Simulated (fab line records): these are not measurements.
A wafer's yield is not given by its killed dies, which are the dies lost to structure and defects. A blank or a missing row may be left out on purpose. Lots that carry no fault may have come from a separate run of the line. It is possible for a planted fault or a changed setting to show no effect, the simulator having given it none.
What tool caused it? || flow sky130 || 37 wafers from 13 lots sampled at 6 of the route's 708 steps

## WHAT THE GAUGES READ, wafer by wafer
SKY_VIA2_BOW_MEAS_03. Usual: for VIA2_BOW the level is 87 um and the standard deviation is 7.4.
{"lot": "L531", "measured": "day 37 01:28", "on": "filmMetro-01", "VIA2_BOW (um)": "97 90 97", "flag": ""}
{"lot": "L529", "measured": "day 37 03:08", "on": "filmMetro-04", "VIA2_BOW (um)": "76 90 76", "flag": ""}
{"lot": "L532", "measured": "day 37 17:34", "on": "filmMetro-01", "VIA2_BOW (um)": "77 83 96", "flag": ""}
{"lot": "L533", "measured": "day 37 21:12", "on": "filmMetro-01", "VIA2_BOW (um)": "80 83 81", "flag": ""}
{"lot": "L535", "measured": "day 38 04:35", "on": "filmMetro-01", "VIA2_BOW (um)": "89 82 90", "flag": ""}
{"lot": "L534", "measured": "day 38 05:52", "on": "filmMetro-01", "VIA2_BOW (um)": "86 72 80", "flag": ""}
{"lot": "L536", "measured": "day 38 21:35", "on": "filmMetro-03", "VIA2_BOW (um)": "76 91 87", "flag": ""}
{"lot": "L537", "measured": "day 39 02:59", "on": "filmMetro-03", "VIA2_BOW (um)": "83 84 95", "flag": ""}
{"lot": "L539", "measured": "day 39 14:37", "on": "filmMetro-01", "VIA2_BOW (um)": 83, "flag": ""}
{"lot": "L545", "measured": "day 41 02:34", "on": "filmMetro-03", "VIA2_BOW (um)": "76 83 96", "flag": ""}
{"lot": "L546", "measured": "day 41 09:21", "on": "filmMetro-04", "VIA2_BOW (um)": "76 100 80", "flag": ""}
{"lot": "L547", "measured": "day 41 10:28", "on": "filmMetro-03", "VIA2_BOW (um)": "91 95 93", "flag": ""}
{"lot": "L549", "measured": "day 42 07:27", "on": "filmMetro-03", "VIA2_BOW (um)": "99 85 93", "flag": ""}

SKY_VIA2_THK_MEAS_23: measures by xrf. Usual: for VIA2_W_THK the level is 433 nm and the standard deviation is 8.9.
{"lot": "L531", "measured": "day 38 05:47", "on": "filmMetro-03", "VIA2_W_THK (nm)": "430 426 429", "flag": ""}
{"lot": "L529", "measured": "day 38 07:05", "on": "filmMetro-03", "VIA2_W_THK (nm)": "425 426 425", "flag": ""}
{"lot": "L532", "measured": "day 38 21:22", "on": "filmMetro-04", "VIA2_W_THK (nm)": "437 440 448", "flag": ""}
{"lot": "L533", "measured": "day 39 00:28", "on": "filmMetro-01", "VIA2_W_THK (nm)": "437 433 438", "flag": ""}
{"lot": "L535", "measured": "day 39 07:36", "on": "filmMetro-03", "VIA2_W_THK (nm)": "426 425 426", "flag": ""}
{"lot": "L534", "measured": "day 39 09:26", "on": "filmMetro-03", "VIA2_W_THK (nm)": "415 423 420", "flag": ""}
{"lot": "L536", "measured": "day 40 01:10", "on": "filmMetro-03", "VIA2_W_THK (nm)": "432 425 426", "flag": ""}
{"lot": "L537", "measured": "day 40 05:14", "on": "filmMetro-04", "VIA2_W_THK (nm)": "447 450 441", "flag": ""}
{"lot": "L539", "measured": "day 40 17:19", "on": "filmMetro-01", "VIA2_W_THK (nm)": 432, "flag": ""}
{"lot": "L545", "measured": "day 42 04:29", "on": "filmMetro-03", "VIA2_W_THK (nm)": "431 433 431", "flag": ""}
{"lot": "L546", "measured": "day 42 11:01", "on": "filmMetro-03", "VIA2_W_THK (nm)": "429 429 425", "flag": ""}
{"lot": "L547", "measured": "day 42 11:15", "on": "filmMetro-04", "VIA2_W_THK (nm)": "435 439 443", "flag": ""}
{"lot": "L549", "measured": "day 43 08:07", "on": "filmMetro-04", "VIA2_W_THK (nm)": "441 453 446", "flag": ""}

SKY_CAPM_RS_MEAS_03: a four-point-probe measurement. Usual: for CAPM_TIN_RS the level is 6.92 ohm/sq and the standard deviation is 0.11.
{"lot": "L531", "measured": "day 38 06:31", "on": "filmMetro-01", "CAPM_TIN_RS (ohm/sq)": "6.93 6.95 6.98", "flag": ""}
{"lot": "L529", "measured": "day 38 07:47", "on": "filmMetro-03", "CAPM_TIN_RS (ohm/sq)": "7.01 6.98 7.05", "flag": ""}
{"lot": "L532", "measured": "day 38 22:07", "on": "filmMetro-03", "CAPM_TIN_RS (ohm/sq)": "6.94 6.69 6.88", "flag": ""}
{"lot": "L533", "measured": "day 39 01:11", "on": "filmMetro-03", "CAPM_TIN_RS (ohm/sq)": "6.85 6.85 6.87", "flag": ""}
{"lot": "L535", "measured": "day 39 08:20", "on": "filmMetro-02", "CAPM_TIN_RS (ohm/sq)": "7.04 6.91 6.87", "flag": ""}
{"lot": "L534", "measured": "day 39 10:10", "on": "filmMetro-01", "CAPM_TIN_RS (ohm/sq)": "7.01 7.10 6.99", "flag": ""}
{"lot": "L536", "measured": "day 40 01:53", "on": "filmMetro-02", "CAPM_TIN_RS (ohm/sq)": "6.93 7.02 6.98", "flag": ""}
{"lot": "L537", "measured": "day 40 05:57", "on": "filmMetro-01", "CAPM_TIN_RS (ohm/sq)": "6.89 6.99 6.94", "flag": ""}
{"lot": "L539", "measured": "day 40 18:04", "on": "filmMetro-02", "CAPM_TIN_RS (ohm/sq)": 6.30, "flag": "OFF"}
{"lot": "L545", "measured": "day 42 05:11", "on": "filmMetro-01", "CAPM_TIN_RS (ohm/sq)": "6.90 6.83 6.89", "flag": ""}
{"lot": "L546", "measured": "day 42 11:44", "on": "filmMetro-01", "CAPM_TIN_RS (ohm/sq)": "6.79 7.00 6.82", "flag": ""}
{"lot": "L547", "measured": "day 42 11:58", "on": "filmMetro-02", "CAPM_TIN_RS (ohm/sq)": "6.74 6.71 6.75", "flag": ""}
{"lot": "L549", "measured": "day 43 08:50", "on": "filmMetro-01", "CAPM_TIN_RS (ohm/sq)": "6.80 6.86 6.86", "flag": ""}

SKY_CAPM_THK_MEAS_04: measures by xrf. Usual: for CAPM_TIN_THK the level is 201 nm and the standard deviation is 3.2.
{"lot": "L531", "measured": "day 38 06:37", "on": "filmMetro-01", "CAPM_TIN_THK (nm)": "199 199 198", "flag": ""}
{"lot": "L529", "measured": "day 38 07:55", "on": "filmMetro-03", "CAPM_TIN_THK (nm)": "200 200 197", "flag": ""}
{"lot": "L532", "measured": "day 38 22:14", "on": "filmMetro-03", "CAPM_TIN_THK (nm)": "201 208 202", "flag": ""}
{"lot": "L533", "measured": "day 39 01:17", "on": "filmMetro-03", "CAPM_TIN_THK (nm)": "204 202 203", "flag": ""}
{"lot": "L535", "measured": "day 39 08:27", "on": "filmMetro-02", "CAPM_TIN_THK (nm)": "198 202 204", "flag": ""}
{"lot": "L534", "measured": "day 39 10:17", "on": "filmMetro-01", "CAPM_TIN_THK (nm)": "197 196 198", "flag": ""}
{"lot": "L536", "measured": "day 40 01:59", "on": "filmMetro-02", "CAPM_TIN_THK (nm)": "202 199 200", "flag": ""}
{"lot": "L537", "measured": "day 40 06:04", "on": "filmMetro-01", "CAPM_TIN_THK (nm)": "202 197 199", "flag": ""}
{"lot": "L539", "measured": "day 40 18:08", "on": "filmMetro-02", "CAPM_TIN_THK (nm)": 221, "flag": "OFF"}
{"lot": "L545", "measured": "day 42 05:19", "on": "filmMetro-01", "CAPM_TIN_THK (nm)": "199 202 200", "flag": ""}
{"lot": "L546", "measured": "day 42 11:51", "on": "filmMetro-01", "CAPM_TIN_THK (nm)": "203 196 202", "flag": ""}
{"lot": "L547", "measured": "day 42 12:05", "on": "filmMetro-02", "CAPM_TIN_THK (nm)": "205 206 205", "flag": ""}
{"lot": "L549", "measured": "day 43 08:57", "on": "filmMetro-01", "CAPM_TIN_THK (nm)": "205 203 202", "flag": ""}

## WHICH TOOL RAN EACH LOT (tool, then ch and the chambers of the sampled wafers, then the start)
{"lot": "L531", "SKY_METAL3_SPUTTER_03": "pvdSputter-03, day 38 06:12", "SKY_CAPM_SPUTTER_02": "pvdSputter-04, day 38 06:21"}
{"lot": "L529", "SKY_METAL3_SPUTTER_03": "pvdSputter-01, day 38 07:32", "SKY_CAPM_SPUTTER_02": "pvdSputter-04, day 38 07:41"}
{"lot": "L532", "SKY_METAL3_SPUTTER_03": "pvdSputter-02, day 38 21:48", "SKY_CAPM_SPUTTER_02": "pvdSputter-01, day 38 22:00"}
{"lot": "L533", "SKY_METAL3_SPUTTER_03": "pvdSputter-02, day 39 00:53", "SKY_CAPM_SPUTTER_02": "pvdSputter-01, day 39 01:02"}
{"lot": "L535", "SKY_METAL3_SPUTTER_03": "pvdSputter-01, day 39 08:03", "SKY_CAPM_SPUTTER_02": "pvdSputter-02, day 39 08:13"}
{"lot": "L534", "SKY_METAL3_SPUTTER_03": "pvdSputter-01, day 39 09:53", "SKY_CAPM_SPUTTER_02": "pvdSputter-04, day 39 10:02"}
{"lot": "L536", "SKY_METAL3_SPUTTER_03": "pvdSputter-01, day 40 01:36", "SKY_CAPM_SPUTTER_02": "pvdSputter-04, day 40 01:45"}
{"lot": "L537", "SKY_METAL3_SPUTTER_03": "pvdSputter-02, day 40 05:40", "SKY_CAPM_SPUTTER_02": "pvdSputter-04, day 40 05:49"}
{"lot": "L539", "SKY_METAL3_SPUTTER_03": "pvdSputter-01, day 40 17:44", "SKY_CAPM_SPUTTER_02": "pvdSputter-04, day 40 17:55"}
{"lot": "L545", "SKY_METAL3_SPUTTER_03": "pvdSputter-03, day 42 04:56", "SKY_CAPM_SPUTTER_02": "pvdSputter-01, day 42 05:05"}
{"lot": "L546", "SKY_METAL3_SPUTTER_03": "pvdSputter-01, day 42 11:28", "SKY_CAPM_SPUTTER_02": "pvdSputter-02, day 42 11:37"}
{"lot": "L547", "SKY_METAL3_SPUTTER_03": "pvdSputter-03, day 42 11:41", "SKY_CAPM_SPUTTER_02": "pvdSputter-01, day 42 11:50"}
{"lot": "L549", "SKY_METAL3_SPUTTER_03": "pvdSputter-02, day 43 08:34", "SKY_CAPM_SPUTTER_02": "pvdSputter-01, day 43 08:43"}
- SKY_METAL3_SPUTTER_03: material Ti, target thk 5 nm, time 3.3 s.
- SKY_CAPM_SPUTTER_02: material TiN, target thk 200 nm, time 166.7 s.

## AS READ BY THE TOOLS THEMSELVES (means over the sampled wafers that have a number; for cases with no such wafer, the mark the record gives instead)
SKY_METAL3_SPUTTER_03. Usual: chamberPressurePa 0.3999 Pa, standard deviation 0.00087; throttleValvePct 30.2 %, standard deviation 1.1.
{"lot": "L531", "tool": "pvdSputter-03", "chamberPressurePa (Pa)": 0.4011, "throttleValvePct (%)": 29.3, "flag": ""}
{"lot": "L529", "tool": "pvdSputter-01", "chamberPressurePa (Pa)": 0.3997, "throttleValvePct (%)": 30.2, "flag": ""}
{"lot": "L532", "tool": "pvdSputter-02", "chamberPressurePa (Pa)": 0.4003, "throttleValvePct (%)": 30.5, "flag": ""}
{"lot": "L533", "tool": "pvdSputter-02", "chamberPressurePa (Pa)": 0.4001, "throttleValvePct (%)": 29.6, "flag": ""}
{"lot": "L535", "tool": "pvdSputter-01", "chamberPressurePa (Pa)": 0.4003, "throttleValvePct (%)": 30.7, "flag": ""}
{"lot": "L534", "tool": "pvdSputter-01", "chamberPressurePa (Pa)": 0.3997, "throttleValvePct (%)": 30.2, "flag": ""}
{"lot": "L536", "tool": "pvdSputter-01", "chamberPressurePa (Pa)": 0.3994, "throttleValvePct (%)": 30.6, "flag": ""}
{"lot": "L537", "tool": "pvdSputter-02", "chamberPressurePa (Pa)": 0.4000, "throttleValvePct (%)": 31.4, "flag": ""}
{"lot": "L539", "tool": "pvdSputter-01", "chamberPressurePa (Pa)": 0.3997, "throttleValvePct (%)": 31.1, "flag": ""}
{"lot": "L545", "tool": "pvdSputter-03", "chamberPressurePa (Pa)": 0.4006, "throttleValvePct (%)": 29.3, "flag": ""}
{"lot": "L546", "tool": "pvdSputter-01", "chamberPressurePa (Pa)": 0.3993, "throttleValvePct (%)": 30.7, "flag": ""}
{"lot": "L547", "tool": "pvdSputter-03", "chamberPressurePa (Pa)": 0.3993, "throttleValvePct (%)": 29.3, "flag": ""}
{"lot": "L549", "tool": "pvdSputter-02", "chamberPressurePa (Pa)": 0.4007, "throttleValvePct (%)": 30.2, "flag": ""}

SKY_CAPM_SPUTTER_02. Usual: chamberPressurePa 0.4001 Pa, standard deviation 0.00075; throttleValvePct 30.2 %, standard deviation 0.81.
{"lot": "L531", "tool": "pvdSputter-04", "chamberPressurePa (Pa)": 0.3997, "throttleValvePct (%)": 29.8, "flag": ""}
{"lot": "L529", "tool": "pvdSputter-04", "chamberPressurePa (Pa)": 0.4001, "throttleValvePct (%)": 29.3, "flag": ""}
{"lot": "L532", "tool": "pvdSputter-01", "chamberPressurePa (Pa)": 0.4001, "throttleValvePct (%)": 31.3, "flag": ""}
{"lot": "L533", "tool": "pvdSputter-01", "chamberPressurePa (Pa)": 0.4002, "throttleValvePct (%)": 30.3, "flag": ""}
{"lot": "L535", "tool": "pvdSputter-02", "chamberPressurePa (Pa)": 0.4005, "throttleValvePct (%)": 29.6, "flag": ""}
{"lot": "L534", "tool": "pvdSputter-04", "chamberPressurePa (Pa)": 0.4003, "throttleValvePct (%)": 30.0, "flag": ""}
{"lot": "L536", "tool": "pvdSputter-04", "chamberPressurePa (Pa)": 0.3990, "throttleValvePct (%)": 30.1, "flag": ""}
{"lot": "L537", "tool": "pvdSputter-04", "chamberPressurePa (Pa)": 0.4003, "throttleValvePct (%)": 30.1, "flag": ""}
{"lot": "L539", "tool": "pvdSputter-04", "chamberPressurePa (Pa)": 0.4005, "throttleValvePct (%)": 30.3, "flag": ""}
{"lot": "L545", "tool": "pvdSputter-01", "chamberPressurePa (Pa)": 0.3994, "throttleValvePct (%)": 30.7, "flag": ""}
{"lot": "L546", "tool": "pvdSputter-02", "chamberPressurePa (Pa)": 0.4005, "throttleValvePct (%)": 29.8, "flag": ""}
{"lot": "L547", "tool": "pvdSputter-01", "chamberPressurePa (Pa)": 0.4002, "throttleValvePct (%)": 30.8, "flag": ""}
{"lot": "L549", "tool": "pvdSputter-01", "chamberPressurePa (Pa)": 0.4007, "throttleValvePct (%)": 30.8, "flag": ""}

## THE ANSWER, worked out from the rows above alone
Rule: take the mean of a lot's wafers that have a number; if it is more than 3 standard deviations from the usual mean, the lot is off. A lot without any number at a reading at which 4 lots or more have one is off too. The other lots that the step has rows for count as sound. Order of review: gauges by route order, followed by the tools' own readings, for which a lot's mean as printed above is used. At the first step where some lot is off, the reading lying furthest off is the one used; lots without a number count as furthest.
Off: L539, at SKY_CAPM_RS_MEAS_03 (CAPM_TIN_RS).
A tool fits if, at a process step before that reading, it ran every lot that is off, and no sound lot after the first of them. Those tools and the gauges at SKY_CAPM_RS_MEAS_03 are tried in the same way. One fits: SKY_CAPM_SPUTTER_02 on pvdSputter-04. Its last sound lot is L537 (day 40 05:49), its first lot that is off L539 (day 40 17:55): a fault that began between those two fits.

## WHAT HAD BEEN PUT IN BY THE SIMULATOR
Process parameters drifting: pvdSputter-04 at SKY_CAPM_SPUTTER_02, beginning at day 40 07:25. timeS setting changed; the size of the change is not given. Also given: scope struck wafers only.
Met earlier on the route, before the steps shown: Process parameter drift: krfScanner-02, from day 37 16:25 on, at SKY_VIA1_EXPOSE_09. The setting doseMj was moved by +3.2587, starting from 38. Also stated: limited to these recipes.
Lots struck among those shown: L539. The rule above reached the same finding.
